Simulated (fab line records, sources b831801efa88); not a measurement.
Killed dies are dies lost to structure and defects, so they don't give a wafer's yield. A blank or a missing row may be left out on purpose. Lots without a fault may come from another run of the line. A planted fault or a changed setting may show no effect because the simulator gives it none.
fab line records | flow sky130
record lots=11 wafers=33 last_day=50
route steps=708 shown SD_P@324 LI_CONTACT@365 CONTACT@422
lots that met no fault: from a run of the same line without faults
start_h: hours from the record's first day to the start of the lot's first wafer shown | wait_h: hours since the lot's step before | " the same as in the row above | L1.1+2: a row that stands for several wafers | - no value, or no start given | * or withheld: withheld | < > ~ a bound
route shown NAME@n: a module of which the file shows steps, and the number in the route of the first | usual: mean/standard deviation of fault-free wafers | same: alike in all rows | chamber/n: place in a boat | sites: the reading at each site | _std_site: their standard deviation | _edge_site: outer sites' mean less inner sites' | radius_mm: how far each site lies from the wafer's centre | mask NAME#n: copy n | behind: the tool/chamber that last shaped the wafer | hold: why the lot was held/for how many hours/how that ended | device: the transistor (n, p or np) that didn't switch | end of line: the same wafers' tests at the end of the route | a step without rows: its recipe alone | killed: dies lost to structure and defects at the first sort, not the wafer's yield | map: a wafer's dies, x killed, . not, _ none there
set.NAME: the setting as run; set.NAME@STEP: as run at that earlier step | model.NAME: the simulator's own value behind a step, which no gauge read
steps of the route over a sample of lots; a table a step, a row a wafer
services: from which hour (start_h, from the record's first day; less than 0 if before it) a tool's chamber was out of use, for how many hours, and why
## steps
# step SKY_SD_P_EXPOSE_04
# recipe mask_id=PSDM na=0.6 source_shape=conventional sigma_outer=0.6 polarization=unpolarized target_cd_nm=380 dose_mj=138
# usual reticle_temp_C=23.03/0.095
# columns lot.wafer tool chamber start_h wait_h mask reticle_temp_C
L564.1 iline_stepper-02 0 585.02 - PSDM#0 23.00
L564.4 " 0 " " PSDM#0 23.19
L564.5 " 0 " " PSDM#0 23.02
L565.4 iline_stepper-01 0 601.28 - LDNTM#0 22.92
L565.5 " 0 " " LDNTM#0 22.94
L565.6 " 0 " " LDNTM#0 22.84
L566.1 iline_stepper-02 0 609.34 - PSDM#0 23.16
L566.2 " 0 " " PSDM#0 23.03
L566.3 " 0 " " PSDM#0 23.04
L568.1 iline_stepper-01 0 619.42 - PSDM#0 22.98
L568.3 " 0 " " PSDM#0 23.03
L568.6 " 0 " " PSDM#0 22.93
L575.3 iline_stepper-01 0 684.80 - PSDM#0 22.90
L575.5 " 0 " " PSDM#0 22.96
L575.6 " 0 " " PSDM#0 23.09
L577.1 iline_stepper-01 0 695.57 - PSDM#0 23.01
L577.5 " 0 " " PSDM#0 23.07
L577.6 " 0 " " PSDM#0 23.08
L579.1 iline_stepper-01 0 719.24 - PSDM#0 22.82
L579.4 " 0 " " PSDM#0 22.87
L579.6 " 0 " " PSDM#0 22.92
L581.1 iline_stepper-01 0 727.06 - PSDM#0 22.85
L581.2 " 0 " " PSDM#0 22.97
L581.3 " 0 " " PSDM#0 22.95
L582.4 iline_stepper-01 0 738.62 - PSDM#0 23.20
L582.5 " 0 " " PSDM#0 23.09
L582.6 " 0 " " PSDM#0 22.98
L583.3 iline_stepper-01 0 740.60 - PSDM#0 23.08
L583.5 " 0 " " PSDM#0 23.09
L583.6 " 0 " " PSDM#0 23.04
L584.2 iline_stepper-02 0 749.95 - PSDM#0 23.01
L584.4 " 0 " " PSDM#0 23.10
L584.5 " 0 " " PSDM#0 22.82
# step SKY_SD_P_CD_MEAS_07
# recipe target_cd_nm=380
# usual cd_nm=380.2/1.9
# columns lot.wafer tool chamber start_h wait_h cd_nm
L564.1 cd_sem-02 - 599.74 0.1 381.1
L564.4 " - " " 379.7
L564.5 " - " " 380.4
L565.4 cd_sem-01 - 615.67 0.1 -
L565.5 " - " " -
L565.6 " - " " -
L566.1 cd_sem-01 - 624.49 0.1 377.8
L566.2 " - " " 377.6
L566.3 " - " " 379.3
L568.1 cd_sem-01 - 633.51 0.1 378.9
L568.3 " - " " 377.1
L568.6 " - " " 377.0
L575.3 cd_sem-02 - 698.00 0.2 380.4
L575.5 " - " " 378.5
L575.6 " - " " 380.4
L577.1 cd_sem-02 - 709.14 0.1 381.3
L577.5 " - " " 380.7
L577.6 " - " " 382.3
L579.1 cd_sem-02 - 732.11 0.1 383.1
L579.4 " - " " 382.5
L579.6 " - " " 380.4
L581.1 cd_sem-01 - 739.99 0.1 382.4
L581.2 " - " " 381.8
L581.3 " - " " 381.9
L582.4 cd_sem-02 - 752.02 0.1 380.4
L582.5 " - " " 378.9
L582.6 " - " " 378.7
L583.3 cd_sem-01 - 754.38 0.1 380.4
L583.5 " - " " 381.1
L583.6 " - " " 378.0
L584.2 cd_sem-01 - 762.76 0.1 380.5
L584.4 " - " " 382.0
L584.5 " - " " 378.6
# step SKY_SD_P_TW_MEAS_11
# usual SD_P_TW=2829/17
# columns lot.wafer tool chamber start_h wait_h hold SD_P_TW
L564.1 film_metro-02 - 600.15 0.1 - 2836
L564.4 " - " " - 2862
L564.5 " - " " - 2841
L565.4 film_metro-01 - 616.05 0.1 await_dispo/0.2h/release 30
L565.5 " - " " await_dispo/0.2h/release 30
L565.6 " - " " await_dispo/0.2h/release 30
L565.4 film_metro-01 - 616.27 0.2 - 30
L565.5 " - " " - 30
L565.6 " - " " - 30
L566.1 film_metro-01 - 624.90 0.1 - 2807
L566.2 " - " " - 2806
L566.3 " - " " - 2829
L568.1 film_metro-02 - 633.92 0.1 - 2840
L568.3 " - " " - 2853
L568.6 " - " " - 2850
L575.3 film_metro-01 - 698.39 0.1 - 2829
L575.5 " - " " - 2842
L575.6 " - " " - 2841
L577.1 film_metro-02 - 709.55 0.1 - 2845
L577.5 " - " " - 2860
L577.6 " - " " - 2853
L579.1 film_metro-02 - 732.51 0.1 - 2833
L579.4 " - " " - 2855
L579.6 " - " " - 2844
L581.1 film_metro-03 - 740.40 0.1 - 2831
L581.2 " - " " - 2813
L581.3 " - " " - 2801
L582.4 film_metro-02 - 752.39 0.1 - 2842
L582.5 " - " " - 2827
L582.6 " - " " - 2845
L583.3 film_metro-01 - 754.77 0.1 - 2816
L583.5 " - " " - 2814
L583.6 " - " " - 2832
L584.2 film_metro-01 - 763.16 0.1 - 2818
L584.4 " - " " - 2813
L584.5 " - " " - 2803
# step SKY_LI_CONTACT_BOW_MEAS_03
# recipe mode=bow
# usual LI_CONTACT_BOW=57/7.1
# columns lot.wafer tool chamber start_h wait_h LI_CONTACT_BOW[um]
L564.1 film_metro-03 - 659.57 0.1 55
L564.4 " - " " 57
L564.5 " - " " 55
L566.1 film_metro-01 - 683.71 0.1 47
L566.2 " - " " 64
L566.3 " - " " 58
L568.1 film_metro-03 - 692.06 0.2 64
L568.3 " - " " 58
L568.6 " - " " 56
L575.3 film_metro-03 - 754.55 0.1 54
L575.5 " - " " 64
L575.6 " - " " 49
L577.1 film_metro-02 - 766.19 0.2 64
L577.5 " - " " 67
L577.6 " - " " 66
L579.1 film_metro-03 - 787.54 0.1 51
L579.4 " - " " 56
L579.6 " - " " 59
L581.1 film_metro-02 - 796.39 0.1 55
L581.2 " - " " 58
L581.3 " - " " 48
L582.4 film_metro-01 - 807.16 0.3 63
L582.5 " - " " 56
L582.6 " - " " 47
L583.3 film_metro-01 - 809.40 0.2 53
L583.5 " - " " 45
L583.6 " - " " 55
L584.2 film_metro-03 - 828.12 0.1 64
L584.4 " - " " 61
L584.5 " - " " 59
# step SKY_LI_CONTACT_STRIP_16
# recipe chemistry=O2/N2 power_w=1400 pressure_mtorr=1500 platen_temp_c=withheld o2_flow_sccm=3000 n2_flow_sccm=300 overash_fraction=0.5
# usual drypump_motor_current_A=5.7/0.41 oes_product_au=0.376/0.0048 strip_time_to_endpoint_s=3.512/0.029
# columns lot.wafer tool chamber start_h wait_h drypump_motor_current_A oes_product_au rf_hours_counter_h strip_time_to_endpoint_s
L564.1 plasma_asher-04 0 688.25 - 5.6 0.376 87 3.500
L564.4 " 1 " " 6.3 0.376 - 3.488
L564.5 " 1 " " 6.4 0.374 - 3.514
L566.1 plasma_asher-02 1 711.31 - 6.2 0.378 57 3.504
L566.2 " 0 " " 5.3 0.380 57 3.536
L566.3 " 1 " " 6.1 0.380 - 3.546
L568.1 plasma_asher-04 0 720.03 - 5.6 0.373 90 3.554
L568.3 " 0 " " 5.6 0.375 - 3.550
L568.6 " 1 " " 6.3 0.370 - 3.550
L575.3 plasma_asher-04 1 781.56 - 6.3 0.377 - 3.541
L575.5 " 0 " " 5.6 0.375 - 3.539
L575.6 " 1 " " 6.3 0.380 - 3.494
L577.1 plasma_asher-02 0 793.33 - 5.3 0.375 66 3.535
L577.5 " 1 " " 6.1 0.378 - 3.524
L577.6 " 0 " " 5.3 0.375 - 3.538
L579.1 plasma_asher-02 0 814.22 - 5.3 0.381 69 3.451
L579.4 " 1 " " 6.2 0.377 - 3.452
L579.6 " 1 " " 6.2 0.366 - 3.469
L581.1 plasma_asher-02 0 822.31 - 5.2 0.365 69 3.523
L581.2 " 1 " " 6.2 0.370 69 3.530
L581.3 " 1 " " 6.2 0.382 - 3.550
L582.4 plasma_asher-04 0 833.61 - 5.6 0.379 - 3.494
L582.5 " 0 " " 5.6 0.370 - 3.475
L582.6 " 1 " " 6.3 0.375 - 3.481
L583.3 plasma_asher-01 0 835.56 - 5.4 0.380 - 3.490
L583.5 " 1 " " 5.5 0.376 - 3.489
L583.6 " 0 " " 5.4 0.371 - 3.488
L584.2 plasma_asher-04 0 854.32 - 5.6 0.377 104 3.526
L584.4 " 0 " " 5.6 0.379 - 3.529
L584.5 " 1 " " 6.3 0.379 - 3.502
# step SKY_CONTACT_ETCH_16
# recipe chemistry=N2/H2 target=BARC ion_energy_ev=200 source_w=500 bias_w=100 pressure_mtorr=30 n2_flow_sccm=100 h2_flow_sccm=200 stop_on=SiO2 time_s=45.9 target_depth_a=600
# usual drypump_motor_current_A=5.9/0.39 oes_product_au=0.854/0.005 throttle_valve_pct=13.225/0.01
# columns lot.wafer tool chamber start_h wait_h drypump_motor_current_A oes_product_au rf_hours_counter_h throttle_valve_pct
L564.1 rie_diel-02 3 747.25 0.0 5.5 0.846 23 13.195
L564.4 " 2 " " 6.0 0.859 14 13.220
L564.5 " 2 " " 6.1 0.854 - 13.223
L566.1 rie_diel-02 1 768.98 0.0 5.2 0.854 12 13.222
L566.2 " 3 " " 5.5 0.851 24 13.244
L566.3 " 2 " " 6.0 0.859 14 13.206
L568.1 rie_diel-04 0 776.88 0.0 5.9 0.849 6 13.245
L568.3 " 3 " " 6.3 0.858 19 13.218
L568.6 " 2 " " 6.4 0.849 - 13.218
L575.3 rie_diel-04 1 835.63 0.0 6.3 0.850 15 13.204
L575.5 " 0 " " 5.9 0.853 - 13.234
L575.6 " 1 " " 6.3 0.850 - 13.220
L577.1 rie_diel-02 3 848.75 0.0 5.5 0.859 28 13.228
L577.5 " 0 " " 5.2 0.848 - 13.226
L577.6 " 1 " " 5.2 0.856 - 13.231
L579.1 rie_diel-04 1 872.90 0.0 6.3 0.851 16 13.224
L579.4 " 2 " " 6.4 0.849 - 13.219
L579.6 " 3 " " 6.3 0.853 - 13.252
L581.1 rie_diel-04 0 876.78 0.0 5.9 0.852 8 13.235
L581.2 " 2 " " 6.4 0.860 17 13.244
L581.3 " 3 " " 6.3 0.859 22 13.222
L582.4 rie_diel-04 2 889.27 0.0 6.4 0.853 18 13.215
L582.5 " 0 " " 5.9 0.849 - 13.245
L582.6 " 3 " " 6.3 0.851 - 13.220
L583.3 rie_diel-03 0 890.78 0.0 6.3 0.847 4 13.215
L583.5 " 2 " " 5.7 0.860 - 13.222
L583.6 " 3 " " 6.0 0.850 - 13.208
L584.2 rie_diel-04 3 908.69 0.0 6.3 0.860 23 13.228
L584.4 " 2 " " 6.4 0.847 18 13.214
L584.5 " 1 " " 6.3 0.853 - 13.231
## services
# columns tool chamber start_h hours kind
rie_diel-04 1 570.94 2.2 repair
iline_stepper-01 - 572.15 1.7 pm
rie_diel-04 1 599.32 7.9 repair
plasma_asher-04 - 622.60 6.4 pm
plasma_asher-04 - 629.54 2.2 repair
rie_diel-04 3 631.58 29.8 repair
iline_stepper-01 - 637.00 4.3 pm
rie_diel-04 0 641.52 21.9 repair
rie_diel-04 2 714.04 2.8 repair
plasma_asher-04 - 727.83 0.9 repair
plasma_asher-04 - 741.54 3.8 repair
rie_diel-04 0 760.95 3.2 repair
plasma_asher-04 - 764.80 9.6 repair
rie_diel-04 - 784.82 1.7 repair
iline_stepper-01 - 790.33 1.7 pm
iline_stepper-01 - 810.31 4.4 pm
rie_diel-04 - 818.61 14.6 pm
rie_diel-04 2 836.92 4.7 repair
rie_diel-04 - 837.82 1.1 repair
rie_diel-04 - 838.34 0.4 repair
rie_diel-04 - 844.92 2.8 pm
plasma_asher-04 - 862.17 14.6 pm
rie_diel-04 1 865.57 4.9 repair
rie_diel-04 0 871.75 2.6 repair
## key
first_sign step=SKY_SD_P_EXPOSE_04 reading=mask direction=changed
effect step=SKY_SD_P_CD_MEAS_07 reading=cd_nm direction=missing
effect step=SKY_SD_P_TW_MEAS_11 reading=visit direction=added
effect step=SKY_SD_P_TW_MEAS_11 reading=SD_P_TW direction=down sigmas=99+ usual=2829 struck=30
met_at SKY_SD_P_EXPOSE_04
struck_lots L565
scrapped_behind SKY_SD_P_TW_MEAS_11 L565.4,L565.5,L565.6
not_acting_at SKY_LI_CONTACT_BOW_MEAS_03,SKY_LI_CONTACT_STRIP_16,SKY_CONTACT_ETCH_16
fault kind=wrong_mask tool=any chamber=- onset_h=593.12 steps=SKY_SD_P_EXPOSE_04 aux_copy=LDNTM#0 scope=struck_lots_only
